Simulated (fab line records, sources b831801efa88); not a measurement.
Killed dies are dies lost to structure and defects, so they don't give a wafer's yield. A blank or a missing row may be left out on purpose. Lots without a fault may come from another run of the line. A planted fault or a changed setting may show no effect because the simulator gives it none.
fab line records | flow sky130
record lots=6 wafers=18 last_day=48
route steps=708 shown FIELD_ISO@17 NWELL@32 DNWELL@35 PWDE@45 PAD_OPEN@708
lots that met no fault: from a run of the same line without faults
start_h: hours from the record's first day to the start of the lot's first wafer shown | wait_h: hours since the lot's step before | " the same as in the row above | L1.1+2: a row that stands for several wafers | - no value, or no start given | * or withheld: withheld | < > ~ a bound
route shown NAME@n: a module of which the file shows steps, and the number in the route of the first | usual: mean/standard deviation of fault-free wafers | same: alike in all rows | chamber/n: place in a boat | sites: the reading at each site | _std_site: their standard deviation | _edge_site: outer sites' mean less inner sites' | radius_mm: how far each site lies from the wafer's centre | mask NAME#n: copy n | behind: the tool/chamber that last shaped the wafer | hold: why the lot was held/for how many hours/how that ended | device: the transistor (n, p or np) that didn't switch | end of line: the same wafers' tests at the end of the route | a step without rows: its recipe alone | killed: dies lost to structure and defects at the first sort, not the wafer's yield | map: a wafer's dies, x killed, . not, _ none there
set.NAME: the setting as run; set.NAME@STEP: as run at that earlier step | model.NAME: the simulator's own value behind a step, which no gauge read
lots at some steps of the route; a table a step, a row a wafer
services: from which hour (start_h, from the record's first day; less than 0 if before it) a tool's chamber was out of use, for how many hours, and why
## steps
# step SKY_FIELD_ISO_STRIP_16
# recipe chemistry=O2/N2 power_w=1400 pressure_mtorr=1500 platen_temp_c=withheld o2_flow_sccm=3000 n2_flow_sccm=300 overash_fraction=0.5
# usual drypump_motor_current_A=5.5/0.52 oes_product_au=0.379/0.0046 strip_time_to_endpoint_s=3.556/0.025
# columns lot.wafer tool chamber start_h wait_h drypump_motor_current_A oes_product_au rf_hours_counter_h strip_time_to_endpoint_s
L286.2 plasma_asher-04 1 31.90 0.0 5.2 0.375 23 3.533
L286.4 " 1 " " 5.2 0.381 - 3.572
L286.5 " 1 " " 5.2 0.384 - 3.534
L289.2 plasma_asher-01 1 43.35 0.0 5.7 0.381 36 3.556
L289.3 " 0 " " 6.4 0.376 - 3.541
L289.6 " 1 " " 5.7 0.369 - 3.525
L290.1 plasma_asher-04 0 48.65 0.0 5.0 0.379 25 3.567
L290.2 " 1 " " 5.2 0.384 25 3.533
L290.4 " 1 " " 5.2 0.378 - 3.533
L296.1 plasma_asher-02 1 83.00 0.0 6.1 0.380 41 3.566
L296.3 " 0 " " 5.0 0.377 - 3.596
L296.4 " 1 " " 6.1 0.372 - 3.609
L297.1 plasma_asher-01 1 84.85 0.0 5.7 0.376 40 3.567
L297.2 " 0 " " 6.3 0.382 40 3.597
L297.3 " 1 " " 5.7 0.379 - 3.563
L300.1 plasma_asher-01 1 100.90 0.0 5.7 0.374 41 3.561
L300.2 " 0 " " 6.3 0.371 41 3.545
L300.5 " 0 " " 6.3 0.380 - 3.584
# step SKY_FIELD_ISO_ETCH_17
# recipe target_depth_a=3420 mask_material=Si3N4 chemistry=HBr/Cl2/O2 target=Si taper_deg=5 icp_w=600 bias_w=150 pressure_mtorr=15 HBr_flow_sccm=150 Cl2_flow_sccm=40 O2_flow_sccm=6 time_s=97.7
# usual drypump_motor_current_A=5.8/0.33 mfc_cl2_sccm=39.99/0.12 oes_product_au=0.995/0.0083 throttle_valve_pct=25.660/0.011
# columns lot.wafer tool chamber start_h wait_h drypump_motor_current_A mfc_cl2_sccm oes_product_au rf_hours_counter_h throttle_valve_pct
L286.2 rie_si-02 0 32.00 0.1 5.6 39.81 0.986 14 25.655
L286.4 " 3 " " 5.9 39.91 0.999 57 25.653
L286.5 " 2 " " 6.2 40.08 0.995 - 25.668
L289.2 rie_si-01 3 43.45 0.1 5.4 39.83 1.007 66 25.651
L289.3 " 1 " " 6.4 40.20 0.989 89 25.660
L289.6 " 3 " " 5.4 39.88 0.998 - 25.674
L290.1 rie_si-02 0 48.75 0.1 5.6 40.12 0.997 14 25.662
L290.2 " 3 " " 5.9 39.84 0.989 57 25.671
L290.4 " 2 " " 6.2 39.86 0.994 58 25.663
L296.1 rie_si-01 0 83.10 0.1 5.5 40.23 0.985 4 25.669
L296.3 " 1 " " 6.4 40.09 0.983 89 25.685
L296.4 " 3 " " 5.4 39.94 0.996 66 25.662
L297.1 rie_si-02 3 84.95 0.1 5.9 39.98 0.992 57 25.665
L297.2 " 1 " " 5.8 39.84 0.993 107 25.661
L297.3 " 0 " " 5.6 39.96 0.995 14 25.663
L300.1 rie_si-01 3 101.00 0.1 5.4 40.05 1.005 66 25.655
L300.2 " 1 " " 6.4 40.12 0.991 89 25.667
L300.5 " 2 " " 5.5 40.15 0.993 - 25.667
# step SKY_FIELD_ISO_WET_ETCH_18
# recipe chemistry=H3PO4 target_depth_nm=25 temp_c=160 target=Si3N4 time_s=286
# step SKY_FIELD_ISO_CLEAN_19
# recipe chemistry=SC1/SC2 mix=1:4:20 temp_c=70 time_s=150
# step SKY_FIELD_ISO_CLEAN_20
# recipe chemistry=dHF time_s=20 dilution=100:1
# step SKY_FIELD_ISO_WET_ETCH_21
# recipe chemistry=dHF dilution=100:1 target_depth_nm=20 dry=ipa_marangoni target=SiO2 temp_c=25 time_s=400
# step SKY_FIELD_ISO_OXIDATION_22
# recipe temp_c=950 ambient=O2 stabilise_s=600 purge_s=300 target_thk_a=100 ox_time_s=623
# step SKY_FIELD_ISO_THK_MEAS_23
# recipe reads=SiO2_of_FIELD_ISO_OXIDATION_22
# usual FIELD_ISO_OXIDATION_01_THK=9.95/0.21
# columns lot.wafer tool chamber start_h wait_h FIELD_ISO_OXIDATION_01_THK[nm]
L286.2 film_metro-02 - 35.30 0.1 9.85
L286.4 " - " " 10.03
L286.5 " - " " 10.13
L289.2 film_metro-03 - 46.96 0.0 10.09
L289.3 " - " " 9.95
L289.6 " - " " 10.09
L290.1 film_metro-03 - 51.75 0.0 10.47
L290.2 " - " " 10.41
L290.4 " - " " 10.46
L296.1 film_metro-03 - 84.62 0.0 10.12
L296.3 " - " " 10.13
L296.4 " - " " 10.19
L297.1 film_metro-02 - 87.48 0.0 10.14
L297.2 " - " " 10.00
L297.3 " - " " 10.17
L300.1 film_metro-02 - 102.80 0.0 9.76
L300.2 " - " " 9.83
L300.5 " - " " 9.90
# step SKY_FIELD_ISO_CVD_24
# recipe material=SiO2 target_thk_nm=595 temp_c=650 sigma_open_frac=0.3 time_s=99.2 sih4_flow_sccm=60 pressure_mtorr=6
# step SKY_FIELD_ISO_THK_MEAS_25
# recipe reads=SiO2_of_FIELD_ISO_CVD_24
# usual FIELD_ISO_CVD_24_THK=598/6.1
# columns lot.wafer tool chamber start_h wait_h FIELD_ISO_CVD_24_THK[nm]
L286.2 film_metro-02 - 35.43 0.0 600
L286.4 " - " " 602
L286.5 " - " " 604
L289.2 film_metro-02 - 47.09 0.0 579
L289.3 " - " " 599
L289.6 " - " " 581
L290.1 film_metro-02 - 51.88 0.0 600
L290.2 " - " " 590
L290.4 " - " " 605
L296.1 film_metro-02 - 84.75 0.0 602
L296.3 " - " " 609
L296.4 " - " " 603
L297.1 film_metro-02 - 87.61 0.0 597
L297.2 " - " " 600
L297.3 " - " " 594
L300.1 film_metro-02 - 102.93 0.0 600
L300.2 " - " " 604
L300.5 " - " " 602
# step SKY_FIELD_ISO_ANNEAL_26
# recipe temp_c=1000 time_s=1800 ambient=N2
# step SKY_FIELD_ISO_CMP_27
# recipe stop_on=Si3N4 t_overpolish_s=16 down_force_psi=4 platen_rpm=60 target_thk_nm=457.8 pad_velocity_m_s=0.94248
# usual motor_current_A=11.8/1.2 overpolish_run_s=16.001/0.009 time_to_endpoint_s=112/4.1
# columns lot.wafer tool chamber start_h wait_h motor_current_A overpolish_run_s time_to_endpoint_s
L286.2 cmp-01 3 39.23 0.5 12.2 15.997 116
L286.4 " 1 " " 11.2 16.001 111
L286.5 " 0 " " 12.1 15.993 115
L289.3 cmp-01 3 48.64 0.0 12.4 15.992 116
L289.2 " 0 " " 12.9 16.016 108
L289.6 " 0 " " 12.2 15.992 111
L290.4 cmp-01 1 56.03 0.1 11.3 16.006 112
L290.2 " 2 " " 11.6 15.998 115
L290.1 " 3 " " 11.6 16.003 112
L296.3 cmp-02 2 86.36 0.1 9.9 16.001 108
L296.4 " 3 " " 14.1 15.993 117
L296.1 " 0 " " 10.1 15.989 109
L297.2 cmp-01 1 90.51 0.0 10.7 16.013 106
L297.1 " 2 " " 11.4 15.992 117
L297.3 " 0 " " 12.7 16.002 109
L300.1 cmp-01 1 105.96 0.0 11.4 16.004 111
L300.2 " 0 " " 12.5 15.986 114
L300.5 " 2 " " 11.6 16.000 116
# step SKY_FIELD_ISO_WET_ETCH_28
# recipe chemistry=dHF target_depth_nm=23.7 target=SiO2 dilution=10:1 temp_c=25 time_s=47
# columns lot.wafer tool chamber start_h wait_h
L286.2+4+5 wet_bench-03 0 39.53 0.2
L289.2+3+6 wet_bench-02 0 48.94 0.2
L290.1+2+4 wet_bench-02 2 56.28 0.1
L296.1+3+4 wet_bench-03 3 86.61 0.1
L297.1+2+3 wet_bench-01 0 90.81 0.2
L300.1+2+5 wet_bench-03 0 106.26 0.2
# step SKY_FIELD_ISO_WET_ETCH_29
# recipe chemistry=H3PO4 target_depth_nm=160 target=Si3N4 temp_c=160 time_s=1825
# step SKY_FIELD_ISO_WET_ETCH_30
# recipe chemistry=dHF target_depth_nm=25 target=SiO2 dilution=10:1 temp_c=25 time_s=50
# step SKY_NWELL_CLEAN_00
# recipe chemistry=SC1/SC2 mix=1:4:20 temp_c=70 time_s=150 dry=n2_spin
# step SKY_NWELL_OXIDATION_01
# recipe temp_c=900 ambient=O2 stabilise_s=600 purge_s=300 target_thk_a=100 ox_time_s=1418
# step SKY_NWELL_THK_MEAS_02
# recipe reads=SiO2_of_NWELL_OXIDATION_01
# usual NWELL_OXIDATION_THK=9.98/0.22
# columns lot.wafer tool chamber start_h wait_h NWELL_OXIDATION_THK[nm]
L286.2 film_metro-02 - 42.32 0.1 10.33
L286.4 " - " " 10.18
L286.5 " - " " 10.07
L289.2 film_metro-02 - 52.99 0.0 10.10
L289.3 " - " " 9.89
L289.6 " - " " 9.95
L290.1 film_metro-02 - 58.82 0.0 10.00
L290.2 " - " " 10.07
L290.4 " - " " 10.28
L296.1 film_metro-01 - 90.39 0.0 9.98
L296.3 " - " " 9.92
L296.4 " - " " 9.98
L297.1 film_metro-01 - 94.47 0.0 9.87
L297.2 " - " " 9.87
L297.3 " - " " 9.81
L300.1 film_metro-01 - 108.60 0.0 9.55
L300.2 " - " " 9.85
L300.5 " - " " 9.84
# step SKY_DNWELL_DEHYDRATE_00
# recipe temp_c=200 time_s=60
# step SKY_DNWELL_HMDS_01
# recipe prime_time_s=60 prime_temp_c=120
# step SKY_DNWELL_COAT_02
# recipe spin_rpm=2000 resist_thk_nm=3000
# step SKY_DNWELL_SOFTBAKE_03
# recipe temp_c=110 time_s=withheld
# step SKY_DNWELL_EXPOSE_04
# recipe mask_id=DNM na=0.57 target_cd_nm=3000 dose_mj=222
# step SKY_DNWELL_PEB_05
# recipe temp_c=115 time_s=withheld
# step SKY_DNWELL_DEVELOP_06
# recipe wall_angle_deg=90 developer=TMAH develop_time_s=60 dev_temp_c=23
# step SKY_DNWELL_IMPLANT_07
# recipe species=P energy_kev=withheld dose_cm2=withheld tilt_deg=withheld
# step SKY_DNWELL_STRIP_08
# recipe chemistry=O2/N2 power_w=1400 pressure_mtorr=1500 platen_temp_c=withheld o2_flow_sccm=3000 n2_flow_sccm=300 overash_fraction=0.5
# usual drypump_motor_current_A=5.7/0.47 oes_product_au=0.722/0.0045 strip_time_to_endpoint_s=36.98/0.13
# columns lot.wafer tool chamber start_h wait_h drypump_motor_current_A oes_product_au rf_hours_counter_h strip_time_to_endpoint_s
L286.2 plasma_asher-03 0 57.38 0.1 5.2 0.730 35 37.10
L286.4 " 1 " " 6.0 0.719 - 36.95
L286.5 " 1 " " 6.0 0.717 - 36.98
L289.2 plasma_asher-03 0 68.43 0.1 5.2 0.725 36 36.84
L289.3 " 0 " " 5.2 0.724 - 36.87
L289.6 " 1 " " 6.1 0.717 - 36.70
L290.1 plasma_asher-03 0 74.73 0.1 5.2 0.725 37 37.14
L290.2 " 1 " " 6.0 0.722 37 37.09
L290.4 " 1 " " 6.0 0.721 - 37.08
L296.1 plasma_asher-02 0 108.43 0.1 5.0 0.721 44 36.95
L296.3 " 0 " " 5.0 0.722 - 36.89
L296.4 " 1 " " 6.1 0.723 - 36.92
L297.1 plasma_asher-01 0 111.93 0.1 6.3 0.722 42 36.95
L297.2 " 1 " " 5.7 0.721 42 36.94
L297.3 " 0 " " 6.3 0.720 - 36.88
L300.1 plasma_asher-02 0 126.98 0.1 5.0 0.720 1 37.03
L300.2 " 1 " " 6.1 0.724 1 36.98
L300.5 " 0 " " 5.0 0.723 - 36.90
# step SKY_DNWELL_TW_MEAS_09
# usual DNWELL_TW=1130/6.7
# columns lot.wafer tool chamber start_h wait_h DNWELL_TW
L286.2 film_metro-01 - 57.49 0.1 1128
L286.4 " - " " 1123
L286.5 " - " " 1128
L289.2 film_metro-01 - 68.54 0.1 1136
L289.3 " - " " 1132
L289.6 " - " " 1133
L290.1 film_metro-02 - 74.83 0.1 1129
L290.2 " - " " 1122
L290.4 " - " " 1126
L296.1 film_metro-02 - 108.53 0.1 1139
L296.3 " - " " 1136
L296.4 " - " " 1136
L297.1 film_metro-02 - 112.03 0.1 1129
L297.2 " - " " 1132
L297.3 " - " " 1137
L300.1 film_metro-02 - 127.08 0.1 1131
L300.2 " - " " 1128
L300.5 " - " " 1130
# step SKY_PWDE_DEHYDRATE_00
# recipe temp_c=200 time_s=60
# step SKY_PWDE_HMDS_01
# recipe prime_time_s=60 prime_temp_c=120
# step SKY_PWDE_COAT_02
# recipe spin_rpm=2000 resist_thk_nm=3000
# step SKY_PWDE_SOFTBAKE_03
# recipe temp_c=110 time_s=withheld
# step SKY_PWDE_EXPOSE_04
# recipe mask_id=PWDEM na=0.6 source_shape=conventional sigma_outer=0.6 polarization=unpolarized target_cd_nm=840 dose_mj=214
# step SKY_PWDE_PEB_05
# recipe temp_c=115 time_s=withheld
# step SKY_PWDE_DEVELOP_06
# recipe wall_angle_deg=90 developer=TMAH develop_time_s=60 dev_temp_c=23
# step SKY_PWDE_OVL_MEAS_07
# usual PWDE_OVL=-0.4/1
# columns lot.wafer tool chamber start_h wait_h PWDE_OVL[nm]
L286.2 overlay-02 - 73.49 - 0.1
L286.4 " - " " 0.0
L286.5 " - " " 0.0
L289.2 overlay-02 - 84.64 - -1.4
L289.3 " - " " -0.9
L289.6 " - " " -0.9
L290.1 overlay-01 - 92.03 - 0.4
L290.2 " - " " 2.2
L290.4 " - " " 0.6
L296.1 overlay-02 - 126.39 - -0.9
L296.3 " - " " -1.3
L296.4 " - " " -0.6
L297.1 overlay-01 - 130.48 - 1.0
L297.2 " - " " 0.1
L297.3 " - " " -0.4
L300.1 overlay-02 - 146.13 - -0.4
L300.2 " - " " -0.1
L300.5 " - " " 1.9
# step SKY_PWDE_IMPLANT_08
# recipe species=B energy_kev=150 dose_cm2=3.6e+12 tilt_deg=withheld
# step SKY_PWDE_STRIP_09
# recipe chemistry=O2/N2 power_w=1400 pressure_mtorr=1500 platen_temp_c=withheld o2_flow_sccm=3000 n2_flow_sccm=300 overash_fraction=0.5
# usual drypump_motor_current_A=5.4/0.47 oes_product_au=0.722/0.0043 strip_time_to_endpoint_s=36.94/0.1
# columns lot.wafer tool chamber start_h wait_h drypump_motor_current_A oes_product_au rf_hours_counter_h strip_time_to_endpoint_s
L286.2 plasma_asher-04 0 73.67 0.1 5.0 0.717 27 36.85
L286.4 " 0 " " 5.0 0.717 - 36.93
L286.5 " 1 " " 5.2 0.729 - 36.82
L289.2 plasma_asher-04 0 84.82 0.1 5.0 0.712 28 37.03
L289.3 " 1 " " 5.2 0.712 - 37.17
L289.6 " 0 " " 5.0 0.716 - 37.04
L290.1 plasma_asher-02 1 92.22 0.1 6.1 0.713 42 37.02
L290.2 " 0 " " 5.0 0.722 42 37.11
L290.4 " 0 " " 5.0 0.718 - 37.10
L296.1 plasma_asher-02 1 126.58 0.1 6.1 0.724 1 36.92
L296.3 " 1 " " 6.1 0.727 - 36.97
L296.4 " 0 " " 5.0 0.720 - 37.07
L297.1 plasma_asher-04 1 130.67 0.1 5.2 0.727 33 36.96
L297.2 " 0 " " 5.0 0.726 33 37.00
L297.3 " 0 " " 5.0 0.719 - 36.95
L300.1 plasma_asher-03 1 146.32 0.1 6.1 0.729 44 36.94
L300.2 " 0 " " 5.2 0.719 44 36.91
L300.5 " 0 " " 5.2 0.724 - 37.15
# step SKY_PWDE_TW_MEAS_10
# usual PWDE_TW=378.5/2.5
# columns lot.wafer tool chamber start_h wait_h PWDE_TW
L286.2 film_metro-02 - 73.78 0.1 375.3
L286.4 " - " " 377.9
L286.5 " - " " 375.9
L289.2 film_metro-02 - 84.93 0.1 378.9
L289.3 " - " " 375.0
L289.6 " - " " 377.2
L290.1 film_metro-01 - 92.32 0.1 380.0
L290.2 " - " " 379.6
L290.4 " - " " 380.1
L296.1 film_metro-02 - 126.68 0.1 377.0
L296.3 " - " " 377.3
L296.4 " - " " 377.0
L297.1 film_metro-01 - 130.77 0.1 380.1
L297.2 " - " " 381.5
L297.3 " - " " 379.8
L300.1 film_metro-02 - 146.42 0.1 375.8
L300.2 " - " " 376.7
L300.5 " - " " 375.6
# step SKY_NWELL_DEHYDRATE_03
# recipe temp_c=200 time_s=60
# step SKY_NWELL_HMDS_04
# recipe prime_time_s=60 prime_temp_c=120
# step SKY_NWELL_COAT_05
# recipe spin_rpm=1961 resist_thk_nm=3000
# step SKY_PAD_OPEN_PROBE_99
# usual killed_at_M0_to_M3=45/6.8 killed_at_M4_up=3.1/2 killed_at_contacts=23/5.2 killed_at_front_end=14/3.7 killed_at_other=0.3/0.61 killed_dies=86/9 killed_open=46/6.9 killed_short=39/6.4
# same gross_dies=492 killed_at_back_side=0
# columns lot.wafer tool chamber start_h wait_h killed_at_M0_to_M3 killed_at_M4_up killed_at_contacts killed_at_front_end killed_at_other killed_dies killed_open killed_short
L290.1 prober-01 - 1097.71 0.1 34 5 22 17 0 78 36 42
L290.2 prober-01 - 1097.76 0.1 33 1 26 19 0 79 49 29
L290.4 prober-01 - 1097.86 0.2 44 2 17 25 0 88 44 41
L296.1 prober-01 - 1134.00 0.1 36 2 24 74 0 136 40 35
L296.3 prober-01 - 1134.10 0.2 39 0 17 68 1 125 42 28
L296.4 prober-01 - 1134.15 0.2 52 5 24 75 0 156 58 38
L300.1 prober-01 - 1153.76 0.1 51 2 16 49 0 118 49 39
L300.2 prober-01 - 1153.81 0.1 49 3 22 39 0 113 36 50
L300.5 prober-01 - 1153.96 0.2 45 3 23 46 1 118 47 38
# killed by level:class
L290.1 VIA2:geometric_particle:open=8 CONTACT:geometric_particle:short=6 VIA1:geometric_particle:open=6 POLY_GATE:geometric_particle:open=5 LI_CONTACT:geometric_particle:short=5 LOCAL_INTERCONNECT:geometric_particle:short=5 VIA3:geometric_particle:open=5 FIELD_ISO:geometric_particle:short=3
L290.2 POLY_GATE:geometric_particle:open=8 CONTACT:geometric_particle:open=8 LI_CONTACT:geometric_particle:open=7 VIA3:geometric_particle:open=6 LOCAL_INTERCONNECT:geometric_particle:short=6 VIA2:geometric_particle:open=6 VIA1:geometric_particle:open=5 FIELD_ISO:geometric_particle:short=4
L290.4 VIA2:geometric_particle:open=8 VIA1:geometric_particle:open=8 METAL1:geometric_particle:short=6 POLY_GATE:geometric_particle:open=6 VIA1:geometric_particle:short=5 CONTACT:geometric_particle:open=5 METAL2:geometric_particle:short=4 POLY_GATE:geometric_particle:short=4
L296.1 FIELD_ISO:unspecified=61 CONTACT:geometric_particle:open=8 METAL1:geometric_particle:short=8 VIA1:geometric_particle:open=7 LI_CONTACT:geometric_particle:short=5 LI_CONTACT:geometric_particle:open=5 CONTACT:geometric_particle:short=5 VIA2:geometric_particle:open=5
L296.3 FIELD_ISO:unspecified=55 VIA1:geometric_particle:open=9 CONTACT:geometric_particle:open=8 VIA2:geometric_particle:open=8 LI_CONTACT:geometric_particle:open=5 METAL1:geometric_particle:short=4 VIA1:geometric_particle:short=4 POLY_GATE:geometric_particle:short=3
L296.4 FIELD_ISO:unspecified=60 CONTACT:geometric_particle:open=11 VIA1:geometric_particle:open=11 VIA3:geometric_particle:open=10 VIA2:geometric_particle:open=8 METAL2:geometric_particle:short=7 LI_CONTACT:geometric_particle:open=6 METAL4:geometric_particle:short=5
L300.1 FIELD_ISO:unspecified=30 VIA3:geometric_particle:open=9 VIA1:geometric_particle:open=8 CONTACT:geometric_particle:open=7 VIA2:geometric_particle:open=7 FIELD_ISO:geometric_particle:short=5 METAL2:geometric_particle:short=5 METAL3:geometric_particle:short=5
L300.2 FIELD_ISO:unspecified=27 VIA1:geometric_particle:short=11 VIA1:geometric_particle:open=11 CONTACT:geometric_particle:open=8 METAL1:geometric_particle:short=8 LOCAL_INTERCONNECT:geometric_particle:short=7 VIA3:geometric_particle:open=5 LI_CONTACT:geometric_particle:open=4
L300.5 FIELD_ISO:unspecified=32 VIA1:geometric_particle:open=12 CONTACT:geometric_particle:open=8 METAL1:geometric_particle:short=7 VIA2:geometric_particle:open=7 VIA3:geometric_particle:open=7 METAL2:geometric_particle:short=6 POLY_GATE:geometric_particle:open=5
# map L296.4 (x killed, . not)
__________..xx...x.x_________
________...x....xx...._______
______x.............x..._____
_____...x.....x.....xxxx.____
____x.x.....xx............___
___......xx.xx..xx.xx......__
__...........xx.........xx.._
_.....................x..x...
_......x.x....x......x.....xx
_..xxxxxxx.xxxx..............
_...xxxxxxxx.xx.....x..x.....
_x.xxxxxxxxxx.x..xxx.........
_x.xxxxxxxxxx...x..x....x.x..
_xxxxxxxxxxx.xxx...x...x...x.
_...x.xxxxxx........x.....x..
__xx.xxxxx.x.x...x...x..xx.x_
___.x....x..x.......x..x...__
____..x..x.......x..x.....___
_____..xxx..x......x.xx.x____
______x.x......x........_____
________...x.x.x......_______
__________x........._________
# map L300.1 (x killed, . not)
__________...x.....x_________
________.x.......x...._______
______...xx....x..xx..x._____
_____.........x....x.....____
____....x..x.....x......x.___
___.......................x__
__xx......x.....x..........._
_.....x......x...........x...
_.......x....x..x.......x....
_xx...x.........x...x...x....
_..xx..x....x.x.x.......xx...
_x.....xx........x.x..x......
_..............x...x.......x.
_xx.x....x.........xx..x.....
_x.....x.x...xx....x.........
__.x....x.x...x........xx.x._
___......xxxx..x.x.x.x.....__
____..xxx.xxx.x...........___
_____xxxxxxx.x...xx......____
______xxxxxxx.....x.x.x._____
________xxxxxx..x.x..._______
__________xxx.x....._________
## services
# columns tool chamber start_h hours kind
cmp-01 - 19.20 1.2 repair
cmp-02 - 37.77 4.8 pm
rie_si-01 0 39.77 12.8 repair
cmp-02 - 54.92 1.4 repair
cmp-02 - 64.00 4.0 pm
cmp-02 - 68.00 - consumable_replace:conditioner
cmp-02 - 68.00 - consumable_replace:pad
plasma_asher-04 - 74.31 2.0 repair
plasma_asher-01 - 80.04 0.5 repair
cmp-01 - 102.27 2.6 repair
plasma_asher-02 - 106.94 0.5 repair
plasma_asher-02 - 108.75 9.0 pm
plasma_asher-02 0 108.75 9.0 vent_cycle
plasma_asher-02 1 108.75 9.0 vent_cycle
rie_si-02 3 109.26 14.3 repair
cmp-02 - 113.25 0.9 repair
cmp-01 - 116.38 23.5 repair
plasma_asher-02 0 117.75 - clean
plasma_asher-02 1 117.75 - clean
## key
first_sign step=SKY_PAD_OPEN_PROBE_99 reading=killed_at_front_end direction=up sigmas=12 usual=14 struck=58
effect step=SKY_PAD_OPEN_PROBE_99 reading=killed_dies direction=up sigmas=4.6 usual=86 struck=128
met_at SKY_FIELD_ISO_WET_ETCH_28
struck_wafers L296.1,L296.3,L296.4,L300.1,L300.2,L300.5
tester_left_out L296,L300
onset_between 39.53 86.61
also_fits SKY_FIELD_ISO_ETCH_17:rie_si-01,SKY_DNWELL_STRIP_08:plasma_asher-02
fault kind=chamber_particle_source tool=wet_bench-03 chamber=- onset_h=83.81 steps=SKY_FIELD_ISO_WET_ETCH_28 rate_per_visit_cm2=1.1476 end_h=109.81
# tester_left_out: of these lots the tester's yield and bins aren't shown, on N5 and GAA mostly nor the transistor test; their killed dies are dies lost to structure and defects alone, not to doping, threshold or leakage, so they don't give the yield
